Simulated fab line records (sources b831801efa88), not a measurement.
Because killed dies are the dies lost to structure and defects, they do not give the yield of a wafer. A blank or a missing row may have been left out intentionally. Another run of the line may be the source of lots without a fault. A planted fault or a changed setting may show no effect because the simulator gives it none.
2 desks looking at one fault + flow sky130 + every desk sees just its own numbers, and what lay behind them comes last

AT THE TOOL OWNER'S DESK: pvd_sputter-02
The tool's own readings at SKY_METAL2_SPUTTER_00 (material Ti, target thk 15 nm, time 10 s): means of the sampled wafers that have a number, for each lot that ran on this tool. A lot is out of limits, marked OUT, if its mean lies more than 4 standard deviations from the usual mean; the brackets give that distance.
Columns: A = cathode_dc_power_W at SKY_METAL2_SPUTTER_00, usual 3000.0 W; B = throttle_valve_pct at SKY_METAL2_SPUTTER_00, usual 30.1 %
| lot  | first seen here | A      | B    |
|------|-----------------|--------|------|
| L372 | day 36 07:46    | 2999.9 | 30.8 |
| L380 | day 38 10:46    | 2999.9 | 30.5 |
| L381 | day 38 21:18    | 3000.3 | 30.3 |
This desk's verdict: no lot among the 3 shows anything out of limits.

THE METROLOGY DESK
What the gauges read for every lot (on any tool): the sampled wafers with a number, averaged. A lot is out of limits, marked OUT, if its mean lies more than 4 standard deviations from the usual mean; the brackets give that distance.
Columns: A = VIA1_OVL at SKY_VIA1_OVL_MEAS_13, usual 1 nm; B = VIA1_W_RS at SKY_VIA1_RS_MEAS_22, usual 0.430 ohm/sq; C = VIA1_W_THK at SKY_VIA1_THK_MEAS_23, usual 263 nm
| lot  | first seen here | A  | B     | C   |
|------|-----------------|----|-------|-----|
| L369 | day 34 14:26    | 8  | 0.429 | 261 |
| L372 | day 36 06:22    | 8  | 0.432 | 260 |
| L380 | day 38 09:24    | -8 | 0.430 | 263 |
| L381 | day 38 18:49    | 4  | 0.431 | 264 |
| L388 | day 40 18:13    | -3 | 0.432 | 262 |
| L389 | day 41 02:39    | 5  | 0.427 | 264 |
This desk's verdict: no lot among the 6 shows anything out of limits.

PUT TOGETHER
Nothing out of limits was seen by the tool owner's desk.
Nothing out of limits was seen by the metrology desk.

WHAT THE SIMULATOR HAD PUT IN
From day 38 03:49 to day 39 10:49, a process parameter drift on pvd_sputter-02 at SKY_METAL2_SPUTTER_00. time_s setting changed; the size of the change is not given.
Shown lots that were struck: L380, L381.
